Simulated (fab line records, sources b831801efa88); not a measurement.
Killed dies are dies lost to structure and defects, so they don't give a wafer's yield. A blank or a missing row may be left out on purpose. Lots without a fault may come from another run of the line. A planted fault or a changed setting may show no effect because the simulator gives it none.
fab line records | flow sky130
record lots=6 wafers=18 last_day=50
route steps=708 shown LI_CONTACT@371 PAD_OPEN@708
lots that met no fault: from a run of the same line without faults
start_h: hours from the record's first day to the start of the lot's first wafer shown | wait_h: hours since the lot's step before | " the same as in the row above | L1.1+2: a row that stands for several wafers | - no value, or no start given | * or withheld: withheld | < > ~ a bound
route shown NAME@n: a module of which the file shows steps, and the number in the route of the first | usual: mean/standard deviation of fault-free wafers | same: alike in all rows | chamber/n: place in a boat | sites: the reading at each site | _std_site: their standard deviation | _edge_site: outer sites' mean less inner sites' | radius_mm: how far each site lies from the wafer's centre | mask NAME#n: copy n | behind: the tool/chamber that last shaped the wafer | hold: why the lot was held/for how many hours/how that ended | device: the transistor (n, p or np) that didn't switch | end of line: the same wafers' tests at the end of the route | a step without rows: its recipe alone | killed: dies lost to structure and defects at the first sort, not the wafer's yield | map: a wafer's dies, x killed, . not, _ none there
set.NAME: the setting as run; set.NAME@STEP: as run at that earlier step | model.NAME: the simulator's own value behind a step, which no gauge read
lots at some steps of the route; a table a step, a row a wafer
services: from which hour (start_h, from the record's first day; less than 0 if before it) a tool's chamber was out of use, for how many hours, and why
## steps
# step SKY_LI_CONTACT_EXPOSE_09
# recipe mask_id=LICM1 na=0.8 source_shape=annular sigma_inner=0.55 sigma_outer=0.85 target_cd_nm=170 dose_mj=38
# step SKY_LI_CONTACT_PEB_10
# recipe peb_temp_c=withheld peb_time_s=withheld resist=KrF-thick
# step SKY_LI_CONTACT_DEVELOP_11
# recipe develop_time_s=60 resist=KrF-thick dev_temp_c=21
# step SKY_LI_CONTACT_CD_MEAS_12
# recipe target_cd_nm=170
# usual cd_nm=170.0/1.8
# columns lot.wafer tool chamber start_h wait_h cd_nm
L513.1 cd_sem-02 - 737.09 - 170.4
L513.4 " - " " 172.8
L513.5 " - " " 171.2
L514.2 cd_sem-01 - 742.60 - 170.3
L514.3 " - " " 173.8
L514.4 " - " " 170.5
L516.1 cd_sem-02 - 758.29 - 173.5
L516.2 " - " " 173.1
L516.3 " - " " 171.9
L525.4 cd_sem-01 - 832.55 - 166.6
L525.5 " - " " 168.6
L525.6 " - " " 167.6
L527.1 cd_sem-02 - 837.69 - 170.0
L527.3 " - " " 168.8
L527.5 " - " " 170.8
L528.2 cd_sem-01 - 847.51 - 167.6
L528.3 " - " " 169.3
L528.5 " - " " 169.7
# step SKY_LI_CONTACT_OVL_MEAS_13
# usual LI_CONTACT_OVL=-5/6.2
# columns lot.wafer tool chamber start_h wait_h LI_CONTACT_OVL[nm]
L513.1 overlay-02 - 737.21 0.1 -4
L513.4 " - " " 0
L513.5 " - " " -3
L514.2 overlay-01 - 742.70 0.1 -3
L514.3 " - " " 0
L514.4 " - " " -9
L516.1 overlay-02 - 758.41 0.1 -13
L516.2 " - " " -16
L516.3 " - " " -10
L525.4 overlay-01 - 832.63 0.1 -2
L525.5 " - " " -2
L525.6 " - " " 5
L527.1 overlay-01 - 837.81 0.1 3
L527.3 " - " " 3
L527.5 " - " " 8
L528.2 overlay-02 - 847.62 0.1 4
L528.3 " - " " 1
L528.5 " - " " -6
# step SKY_LI_CONTACT_ETCH_14
# recipe chemistry=N2/H2 target=BARC ion_energy_ev=200 source_w=500 bias_w=100 pressure_mtorr=30 n2_flow_sccm=100 h2_flow_sccm=200 stop_on=SiO2 time_s=45.9 target_depth_a=600
# usual drypump_motor_current_A=5.7/0.39 oes_product_au=0.850/0.0049 throttle_valve_pct=13.223/0.0091
# same time_s=45.9
# columns lot.wafer tool chamber start_h wait_h drypump_motor_current_A oes_product_au rf_hours_counter_h throttle_valve_pct
L513.1 rie_diel-01 0 737.24 0.0 6.3 0.843 20 13.232
L513.4 " 1 " " 5.7 0.853 39 13.219
L513.5 " 3 " " 4.8 0.842 - 13.221
L514.2 rie_diel-01 3 742.73 0.0 4.8 0.854 3 13.213
L514.3 " 2 " " 5.4 0.849 10 13.228
L514.4 " 1 " " 5.7 0.844 39 13.209
L516.1 rie_diel-02 3 758.44 0.0 5.4 0.852 3 13.228
L516.2 " 2 " " 5.4 0.851 4 13.224
L516.3 " 0 " " 6.0 0.851 10 13.213
L525.4 rie_diel-02 1 832.65 0.0 6.1 0.854 3 13.233
L525.5 " 3 " " 5.4 0.847 - 13.236
L525.6 " 0 " " 6.0 0.843 - 13.205
L527.1 rie_diel-02 1 837.85 0.0 6.1 0.854 3 13.221
L527.3 " 2 " " 5.5 0.841 6 13.225
L527.5 " 3 " " 5.4 0.859 - 13.213
L528.2 rie_diel-02 2 847.65 0.0 5.5 0.852 7 13.222
L528.3 " 0 " " 6.0 0.859 13 13.217
L528.5 " 2 " " 5.4 0.843 - 13.234
# step SKY_LI_CONTACT_ETCH_15
# recipe target=PSG chemistry=C4F8/O2/Ar stop_on=Si taper_deg=4.15 mask_material=KrF-thick source_w=1500 bias_w=1200 pressure_mtorr=40 c4f8_flow_sccm=withheld O2_flow_sccm=6 Ar_flow_sccm=300 time_s=withheld target_depth_a=6000
# usual oes_product_au=0.837/0.0046
# columns lot.wafer tool chamber start_h wait_h oes_product_au
L513.1 rie_diel-01 0 737.29 0.0 0.828
L513.4 " 1 " " 0.837
L513.5 " 3 " " 0.837
L514.2 rie_diel-01 3 742.77 0.0 0.837
L514.3 " 2 " " 0.837
L514.4 " 1 " " 0.835
L516.1 rie_diel-02 3 758.49 0.0 0.843
L516.2 " 2 " " 0.842
L516.3 " 0 " " 0.834
L525.4 rie_diel-02 1 832.69 0.0 0.824
L525.5 " 3 " " 0.838
L525.6 " 0 " " 0.837
L527.1 rie_diel-02 1 837.89 0.0 0.843
L527.3 " 2 " " 0.829
L527.5 " 3 " " 0.850
L528.2 rie_diel-02 2 847.69 0.0 0.841
L528.3 " 0 " " 0.835
L528.5 " 2 " " 0.843
# step SKY_LI_CONTACT_STRIP_16
# recipe chemistry=O2/N2 power_w=1400 pressure_mtorr=1500 platen_temp_c=withheld o2_flow_sccm=3000 n2_flow_sccm=300 overash_fraction=0.5
# usual drypump_motor_current_A=5.42/0.18 oes_product_au=0.374/0.0047 strip_time_to_endpoint_s=3.47/0.038
# columns lot.wafer tool chamber start_h wait_h drypump_motor_current_A oes_product_au rf_hours_counter_h strip_time_to_endpoint_s
L513.1 plasma_asher-04 1 737.37 - 4.99 0.373 95 3.45
L513.4 " 0 " " 5.37 0.374 - 3.45
L513.5 " 1 " " 4.99 0.366 - 3.40
L514.2 plasma_asher-02 1 742.86 - 5.47 0.382 0 3.44
L514.3 " 1 " " 5.48 0.371 - 3.48
L514.4 " 0 " " 5.62 0.371 - 3.49
L516.1 plasma_asher-01 0 758.57 - 5.41 0.364 65 3.43
L516.2 " 1 " " 5.47 0.374 65 3.46
L516.3 " 0 " " 5.44 0.379 - 3.44
L525.4 plasma_asher-04 0 832.81 - 5.32 0.372 - 3.44
L525.5 " 1 " " 4.99 0.370 - 3.48
L525.6 " 0 " " 5.33 0.371 - 3.44
L527.1 plasma_asher-02 0 837.97 - 5.57 0.370 9 3.43
L527.3 " 1 " " 5.50 0.368 - 3.41
L527.5 " 0 " " 5.59 0.374 - 3.43
L528.2 plasma_asher-02 1 847.77 - 5.50 0.371 11 3.45
L528.3 " 0 " " 5.60 0.369 - 3.48
L528.5 " 0 " " 5.63 0.368 - 3.45
# step SKY_LI_CONTACT_CLEAN_17
# recipe chemistry=NMP time_s=600 temp_c=60 dry=n2_spin
# step SKY_LI_CONTACT_PRE_CLEAN_18
# recipe gas=Ar time_s=5.6 bias_v=358
# step SKY_LI_CONTACT_SPUTTER_19
# recipe material=Ti target_thk_nm=20 chamber_pressure_pa=5 power_w=2500 substrate_temp_c=200 time_s=106.37
# usual throttle_valve_pct=29.8/1.2
# same time_s=106.37
# columns lot.wafer tool chamber start_h wait_h throttle_valve_pct
L513.1 pvd_sputter-03 - 737.67 0.0 29.9
L513.4 " - " " 30.4
L513.5 " - " " 29.4
L514.2 pvd_sputter-02 - 743.15 0.0 29.4
L514.3 " - " " 28.7
L514.4 " - " " 32.1
L516.1 pvd_sputter-03 - 758.90 0.0 29.4
L516.2 " - " " 31.4
L516.3 " - " " 29.9
L525.4 pvd_sputter-03 - 833.07 0.0 30.4
L525.5 " - " " 29.7
L525.6 " - " " 31.2
L527.1 pvd_sputter-03 - 838.27 0.0 29.6
L527.3 " - " " 31.2
L527.5 " - " " 30.3
L528.2 pvd_sputter-04 - 848.08 0.0 31.2
L528.3 " - " " 27.4
L528.5 " - " " 27.6
# step SKY_LI_CONTACT_SPUTTER_20
# recipe material=TiN target_thk_nm=20 chamber_pressure_pa=5 power_w=4000 time_s=80
# usual throttle_valve_pct=29.9/1.2
# same time_s=80
# columns lot.wafer tool chamber start_h wait_h throttle_valve_pct
L513.1 pvd_sputter-03 - 737.74 0.0 29.7
L513.4 " - " " 30.4
L513.5 " - " " 29.4
L514.2 pvd_sputter-02 - 743.23 0.0 29.5
L514.3 " - " " 28.8
L514.4 " - " " 32.0
L516.1 pvd_sputter-03 - 758.98 0.0 29.5
L516.2 " - " " 31.5
L516.3 " - " " 29.5
L525.4 pvd_sputter-03 - 833.14 0.0 30.6
L525.5 " - " " 29.8
L525.6 " - " " 31.0
L527.1 pvd_sputter-03 - 838.34 0.0 29.5
L527.3 " - " " 31.0
L527.5 " - " " 30.5
L528.2 pvd_sputter-04 - 848.16 0.0 31.1
L528.3 " - " " 27.8
L528.5 " - " " 27.4
# step SKY_LI_CONTACT_CVD_21
# recipe material=W target_thk_nm=400 time_s=120.56 temp_c=400 pressure_torr=40
# usual chamber_pressure_Torr=40.00/0.088 heater_power_outer_w=527/35 heater_power_w=867/30 time_s=120.56/0
# columns lot.wafer tool chamber start_h wait_h chamber_pressure_Torr heater_power_outer_w heater_power_w time_s
L513.1 cvd_w-02 0 737.80 0.0 39.99 583 910 120.56
L513.4 " 1 " " 40.17 513 874 120.56
L513.5 " 1 " " 39.97 503 868 120.56
L514.2 cvd_w-02 0 743.29 0.0 - - - -
L514.3 " 0 " " - - - -
L514.4 " 1 " " - - - -
L516.1 cvd_w-01 0 759.04 0.0 - - - -
L516.2 " 1 " " - - - -
L516.3 " 1 " " - - - -
L525.4 cvd_w-02 1 833.25 0.1 39.82 496 870 120.56
L525.5 " 0 " " 40.02 569 938 120.56
L525.6 " 1 " " 39.98 505 879 120.56
L527.1 cvd_w-02 0 838.41 0.0 39.95 578 925 120.56
L527.3 " 1 " " 40.07 506 879 120.56
L527.5 " 1 " " 40.10 481 884 120.56
L528.2 cvd_w-01 1 848.22 0.0 40.05 502 829 120.56
L528.3 " 0 " " 40.10 539 820 120.56
L528.5 " 1 " " 39.96 493 849 120.56
# step SKY_LI_CONTACT_RS_MEAS_22
# recipe thk_meas_gauge=four-point-probe reads=W_of_LI_CONTACT_CVD_21+TiN_of_LI_CONTACT_SPUTTER_20+Ti_of_LI_CONTACT_SPUTTER_19
# usual LI_CONTACT_W_RS=0.2822/0.0028
# columns lot.wafer tool chamber start_h wait_h LI_CONTACT_W_RS[ohm/sq]
L513.1 film_metro-02 - 737.93 0.1 0.2865
L513.4 " - " " 0.2787
L513.5 " - " " 0.2819
L514.2 film_metro-04 - 743.44 0.1 25.267
L514.3 " - " " 25.231
L514.4 " - " " 25.174
L516.1 film_metro-04 - 759.16 0.1 24.660
L516.2 " - " " 24.631
L516.3 " - " " 25.316
L525.4 film_metro-02 - 833.39 0.1 0.2868
L525.5 " - " " 0.2866
L525.6 " - " " 0.2872
L527.1 film_metro-02 - 838.53 0.1 0.2829
L527.3 " - " " 0.2843
L527.5 " - " " 0.2809
L528.2 film_metro-01 - 848.37 0.1 0.2820
L528.3 " - " " 0.2770
L528.5 " - " " 0.2802
# step SKY_LI_CONTACT_THK_MEAS_23
# recipe thk_meas_gauge=xrf reads=W_of_LI_CONTACT_CVD_21
# usual LI_CONTACT_W_THK=404/6.8
# columns lot.wafer tool chamber start_h wait_h LI_CONTACT_W_THK[nm]
L513.1 film_metro-02 - 738.05 0.1 392
L513.4 " - " " 403
L513.5 " - " " 401
L514.2 film_metro-04 - 743.55 0.1 <0
L514.3 " - " " <0
L514.4 " - " " <0
L516.1 film_metro-04 - 759.28 0.1 -
L516.2 " - " " <0
L516.3 " - " " -
L525.4 film_metro-02 - 833.48 0.1 393
L525.5 " - " " 393
L525.6 " - " " 393
L527.1 film_metro-02 - 838.65 0.1 399
L527.3 " - " " 396
L527.5 " - " " 403
L528.2 film_metro-01 - 848.48 0.1 402
L528.3 " - " " 409
L528.5 " - " " 408
# step SKY_LI_CONTACT_CMP_24
# recipe stop_on=PSG t_overpolish_s=20 down_force_psi=3.5 platen_rpm=60 target_thk_nm=0 pad_velocity_m_s=0.94248
# usual motor_current_A=11.7/0.85 platen_rpm=60.00/0.031 time_to_endpoint_s=98/4.2
# columns lot.wafer tool chamber start_h wait_h motor_current_A platen_rpm time_to_endpoint_s
L513.1 cmp-02 2 738.16 0.1 11.3 59.94 97
L513.4 " 0 " " 11.4 60.02 101
L513.5 " 2 " " 10.9 60.01 95
L514.4 cmp-02 0 743.60 0.0 11.4 60.00 10
L514.3 " 1 " " 12.7 60.00 5
L514.2 " 2 " " 11.7 60.00 6
L516.3 cmp-02 1 759.34 0.0 12.3 60.01 3
L516.2 " 2 " " 11.3 59.95 1
L516.1 " 3 " " 10.4 60.03 2
L525.4 cmp-02 2 833.51 0.0 11.5 59.98 97
L525.6 " 2 " " 11.8 59.97 94
L525.5 " 3 " " 10.8 60.01 95
L527.1 cmp-01 1 838.71 0.1 11.6 59.98 107
L527.3 " 0 " " 11.2 59.99 98
L527.5 " 1 " " 11.5 59.99 103
L528.3 cmp-01 2 848.58 0.1 11.2 60.05 95
L528.2 " 0 " " 11.4 60.02 98
L528.5 " 2 " " 11.5 59.99 96
# step SKY_PAD_OPEN_PROBE_99
# usual killed_at_M0_to_M3=42/6.7 killed_at_M4_up=3.4/2 killed_at_contacts=24/5.1 killed_at_front_end=14/4.2 killed_at_other=0.2/0.49 killed_dies=84/8.4 killed_on_rim=17/3.6 killed_open=46/7 killed_short=39/5.8
# same gross_dies=492 killed_at_back_side=0
# columns lot.wafer tool chamber start_h wait_h killed_at_M0_to_M3 killed_at_M4_up killed_at_contacts killed_at_front_end killed_at_other killed_dies killed_on_rim killed_open killed_short
L513.1 prober-02 - 1121.27 0.1 40 6 21 6 0 73 18 37 36
L513.4 prober-02 - 1121.42 0.2 42 0 20 13 0 75 10 41 34
L513.5 prober-02 - 1121.47 0.2 42 1 32 10 0 85 13 49 36
L514.2 prober-01 - 1127.21 0.1 49 2 431 10 0 492 96 52 32
L514.3 prober-01 - 1127.26 0.2 38 2 435 17 0 492 96 44 38
L514.4 prober-01 - 1127.31 0.2 39 1 444 7 1 492 96 37 31
L516.1 prober-02 - 1136.31 0.1 35 6 429 22 0 492 96 42 35
L516.2 prober-02 - 1136.36 0.1 42 5 431 14 0 492 96 39 44
L516.3 prober-02 - 1136.41 0.2 33 2 446 10 1 492 96 33 31
# killed by level:class
L513.1 VIA1:geometric_particle:open=10 VIA3:geometric_particle:open=7 CONTACT:geometric_particle:open=6 VIA3:geometric_particle:short=5 LI_CONTACT:geometric_particle:open=5 METAL4:geometric_particle:short=5 LI_CONTACT:geometric_particle:short=4 METAL2:geometric_particle:short=4
L513.4 VIA1:geometric_particle:open=15 LI_CONTACT:geometric_particle:open=5 METAL2:geometric_particle:short=5 FIELD_ISO:geometric_particle:short=4 POLY_GATE:geometric_particle:open=4 CONTACT:geometric_particle:short=4 CONTACT:geometric_particle:open=4 METAL1:geometric_particle:short=4
L513.5 LI_CONTACT:geometric_particle:open=10 VIA1:geometric_particle:open=10 CONTACT:geometric_particle:short=8 VIA3:geometric_particle:open=8 CONTACT:geometric_particle:open=6 VIA2:geometric_particle:open=6 METAL1:geometric_particle:short=5 FIELD_ISO:geometric_particle:short=4
L514.2 LI_CONTACT:area_cvd=408 VIA1:geometric_particle:open=16 CONTACT:geometric_particle:open=10 METAL2:geometric_particle:short=9 FIELD_ISO:geometric_particle:open=8 VIA2:geometric_particle:open=6 VIA1:geometric_particle:short=6 LI_CONTACT:geometric_particle:open=5
L514.3 LI_CONTACT:area_cvd=410 VIA1:geometric_particle:open=13 LI_CONTACT:geometric_particle:open=7 CONTACT:geometric_particle:open=6 LOCAL_INTERCONNECT:geometric_particle:short=5 FIELD_ISO:geometric_particle:short=4 POLY_GATE:geometric_particle:open=4 METAL1:geometric_particle:short=4
L514.4 LI_CONTACT:area_cvd=424 CONTACT:geometric_particle:open=10 VIA1:geometric_particle:open=8 METAL1:geometric_particle:short=7 CONTACT:geometric_particle:short=5 METAL2:geometric_particle:short=5 VIA2:geometric_particle:open=5 VIA3:geometric_particle:open=4
L516.1 LI_CONTACT:area_cvd=415 FIELD_ISO:geometric_particle:open=10 VIA1:geometric_particle:open=6 FIELD_ISO:geometric_particle:short=5 VIA1:geometric_particle:short=5 VIA3:geometric_particle:open=5 METAL4:geometric_particle:short=5 LI_CONTACT:geometric_particle:open=4
L516.2 LI_CONTACT:area_cvd=409 VIA3:geometric_particle:open=7 FIELD_ISO:geometric_particle:short=6 VIA1:geometric_particle:open=6 LI_CONTACT:geometric_particle:open=5 CONTACT:geometric_particle:open=5 METAL1:geometric_particle:short=5 LI_CONTACT:geometric_particle:short=4
L516.3 LI_CONTACT:area_cvd=428 CONTACT:geometric_particle:open=9 METAL2:geometric_particle:short=8 METAL1:geometric_particle:short=6 VIA1:geometric_particle:open=6 VIA2:geometric_particle:open=4 FIELD_ISO:geometric_particle:short=3 LOCAL_INTERCONNECT:geometric_particle:short=3
# map L514.2 (x killed, . not)
__________xxxxxxxxxx_________
________xxxxxxxxxxxxxx_______
______xxxxxxxxxxxxxxxxxx_____
_____xxxxxxxxxxxxxxxxxxxx____
____xxxxxxxxxxxxxxxxxxxxxx___
___xxxxxxxxxxxxxxxxxxxxxxxx__
__xxxxxxxxxxxxxxxxxxxxxxxxxx_
_xxxxxxxxxxxxxxxxxxxxxxxxxxxx
_xxxxxxxxxxxxxxxxxxxxxxxxxxxx
_xxxxxxxxxxxxxxxxxxxxxxxxxxxx
_xxxxxxxxxxxxxxxxxxxxxxxxxxxx
_xxxxxxxxxxxxxxxxxxxxxxxxxxxx
_xxxxxxxxxxxxxxxxxxxxxxxxxxxx
_xxxxxxxxxxxxxxxxxxxxxxxxxxxx
_xxxxxxxxxxxxxxxxxxxxxxxxxxxx
__xxxxxxxxxxxxxxxxxxxxxxxxxx_
___xxxxxxxxxxxxxxxxxxxxxxxx__
____xxxxxxxxxxxxxxxxxxxxxx___
_____xxxxxxxxxxxxxxxxxxxx____
______xxxxxxxxxxxxxxxxxx_____
________xxxxxxxxxxxxxx_______
__________xxxxxxxxxx_________
# map L516.1 (x killed, . not)
__________xxxxxxxxxx_________
________xxxxxxxxxxxxxx_______
______xxxxxxxxxxxxxxxxxx_____
_____xxxxxxxxxxxxxxxxxxxx____
____xxxxxxxxxxxxxxxxxxxxxx___
___xxxxxxxxxxxxxxxxxxxxxxxx__
__xxxxxxxxxxxxxxxxxxxxxxxxxx_
_xxxxxxxxxxxxxxxxxxxxxxxxxxxx
_xxxxxxxxxxxxxxxxxxxxxxxxxxxx
_xxxxxxxxxxxxxxxxxxxxxxxxxxxx
_xxxxxxxxxxxxxxxxxxxxxxxxxxxx
_xxxxxxxxxxxxxxxxxxxxxxxxxxxx
_xxxxxxxxxxxxxxxxxxxxxxxxxxxx
_xxxxxxxxxxxxxxxxxxxxxxxxxxxx
_xxxxxxxxxxxxxxxxxxxxxxxxxxxx
__xxxxxxxxxxxxxxxxxxxxxxxxxx_
___xxxxxxxxxxxxxxxxxxxxxxxx__
____xxxxxxxxxxxxxxxxxxxxxx___
_____xxxxxxxxxxxxxxxxxxxx____
______xxxxxxxxxxxxxxxxxx_____
________xxxxxxxxxxxxxx_______
__________xxxxxxxxxx_________
## services
# columns tool chamber start_h hours kind
plasma_asher-01 - 717.59 0.9 repair
cvd_w-01 - 725.64 0.8 repair
plasma_asher-02 - 733.75 9.0 pm
plasma_asher-02 0 733.75 9.0 vent_cycle
cmp-02 - 744.00 4.0 pm
cmp-02 - 748.00 - consumable_replace:conditioner
cmp-02 - 748.00 - consumable_replace:pad
plasma_asher-04 - 754.59 1.5 repair
cmp-02 - 754.85 0.9 repair
pvd_sputter-04 - 755.08 8.5 repair
plasma_asher-02 - 757.77 2.8 pm
rie_diel-01 2 768.62 2.8 repair
plasma_asher-04 - 772.36 2.8 pm
rie_diel-01 1 774.76 - clean
rie_diel-01 1 774.76 26.2 scheduled_down
rie_diel-01 1 774.76 26.2 vent_cycle
pvd_sputter-03 3 785.82 - consumable_replace:kit
pvd_sputter-03 3 785.82 18.0 scheduled_down
pvd_sputter-03 3 785.82 18.0 vent_cycle
plasma_asher-04 - 789.88 3.2 repair
pvd_sputter-02 - 811.66 1.5 repair
rie_diel-02 3 822.54 3.8 repair
cvd_w-02 1 842.61 5.9 repair
cmp-02 - 845.56 1.7 repair
## key
first_sign step=SKY_LI_CONTACT_CVD_21 reading=tool_record direction=missing
effect step=SKY_LI_CONTACT_RS_MEAS_22 reading=LI_CONTACT_W_RS direction=up sigmas=99+ usual=0.2822 struck=25.047
effect step=SKY_LI_CONTACT_THK_MEAS_23 reading=LI_CONTACT_W_THK direction=down sigmas=59 usual=404 struck=<0
effect step=SKY_LI_CONTACT_CMP_24 reading=time_to_endpoint_s direction=down sigmas=23 usual=* struck=*
effect step=SKY_PAD_OPEN_PROBE_99 reading=killed_at_contacts direction=up sigmas=81 usual=24 struck=436
more_kills_born_at SKY_LI_CONTACT_CVD_21@cvd_w-01=1248 SKY_LI_CONTACT_CVD_21@cvd_w-02=1240
met_at SKY_LI_CONTACT_CVD_21
struck_wafers L514.2,L514.3,L514.4,L516.1,L516.2,L516.3
later_rows_left_out L514.2,L514.3,L514.4,L516.1,L516.2,L516.3
tester_left_out L514,L516
onset_between 737.80 743.29
fault kind=skipped_step_whole tool=cvd_w-01,cvd_w-02 chamber=- onset_h=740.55 steps=SKY_LI_CONTACT_CVD_21 scope=struck_lots_only
# tester_left_out: of these lots the tester's yield and bins aren't shown, on N5 and GAA mostly nor the transistor test; their killed dies are dies lost to structure and defects alone, not to doping, threshold or leakage, so they don't give the yield
# later_rows_left_out: the simulator's readings of these wafers behind a module that went badly wrong aren't trusted and aren't shown, but for the sort
